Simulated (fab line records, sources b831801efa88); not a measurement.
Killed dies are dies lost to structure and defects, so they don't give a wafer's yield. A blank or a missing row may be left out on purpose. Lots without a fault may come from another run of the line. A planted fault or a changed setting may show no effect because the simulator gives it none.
One fault seen from 2 desks | flow sky130 | each desk has only its own numbers; what lay behind them comes last

THE METROLOGY DESK
What the gauges read, lot by lot, whatever tool the lot ran on: means of the sampled wafers that have a number. A lot is out of limits, marked OUT, if its mean lies more than 4 standard deviations from the usual mean; the brackets give that distance.
Columns: A = VT_ADJUST_LVTN_01_OVL at SKY_VT_ADJUST_LVTN_OVL_MEAS_18, usual 0.0 nm; B = cd_nm at SKY_VT_ADJUST_NCORE_CD_MEAS_07, usual 379.7 nm; C = VT_ADJUST_NCORE_TW at SKY_VT_ADJUST_NCORE_TW_MEAS_11, usual 221.5
lot  | first seen here | A    | B     | C
L443 | day 8 00:16     | -0.6 | 381.5 | 220.3
L444 | day 8 07:37     | -2.2 | 377.7 | 222.0
L445 | day 8 15:10     | 1.8  | 378.2 | 220.9
L447 | day 9 05:11     | 0.6  | 383.2 | 221.2
L449 | day 9 22:52     | 2.5  | 382.5 | 222.8
L450 | day 9 23:28     | 1.0  | 373.4 | 220.7
L460 | day 13 00:20    | 0.2  | 377.9 | 221.4
L461 | day 13 03:57    | -0.1 | 377.3 | 218.3
L462 | day 13 10:39    | -2.9 | 381.5 | 221.2
L463 | day 13 20:15    | -0.9 | 380.0 | 222.0
L464 | day 13 21:10    | -0.9 | 380.4 | 221.0
L465 | day 14 03:11    | -0.5 | 380.5 | 222.5
This desk's finding: nothing out of limits on any of the 12 lots.

THE TOOL OWNER'S DESK: iline_stepper-02
The tool's own readings at SKY_VT_ADJUST_NCORE_EXPOSE_04 (exposes mask LVTN COMPLEMENT THIN, target cd 380 nm): means of the sampled wafers that have a number, for each lot that ran on this tool. A lot is out of limits, marked OUT, if its mean lies more than 4 standard deviations from the usual mean; the brackets give that distance.
Columns: A = exposure_dose_mJ_cm2 at SKY_VT_ADJUST_NCORE_EXPOSE_04, usual 138.96; B = stage_vel_mm_s at SKY_VT_ADJUST_NCORE_EXPOSE_04, usual 499.94 mm/s
lot  | first seen here | A      | B
L445 | day 9 02:22     | 138.96 | 499.87
L447 | day 9 16:33     | 138.94 | 500.11
L449 | day 10 10:53    | 138.96 | 499.94
L450 | day 10 11:09    | 138.91 | 499.86
L460 | day 13 14:01    | 139.16 | 500.23
L461 | day 13 16:41    | 139.09 | 500.13
L462 | day 13 22:35    | 138.93 | 500.06
This desk's finding: nothing out of limits on any of the 7 lots.

PUT TOGETHER
The metrology desk saw nothing out of limits.
The tool owner's desk saw nothing out of limits.

WHAT THE SIMULATOR HAD PUT IN
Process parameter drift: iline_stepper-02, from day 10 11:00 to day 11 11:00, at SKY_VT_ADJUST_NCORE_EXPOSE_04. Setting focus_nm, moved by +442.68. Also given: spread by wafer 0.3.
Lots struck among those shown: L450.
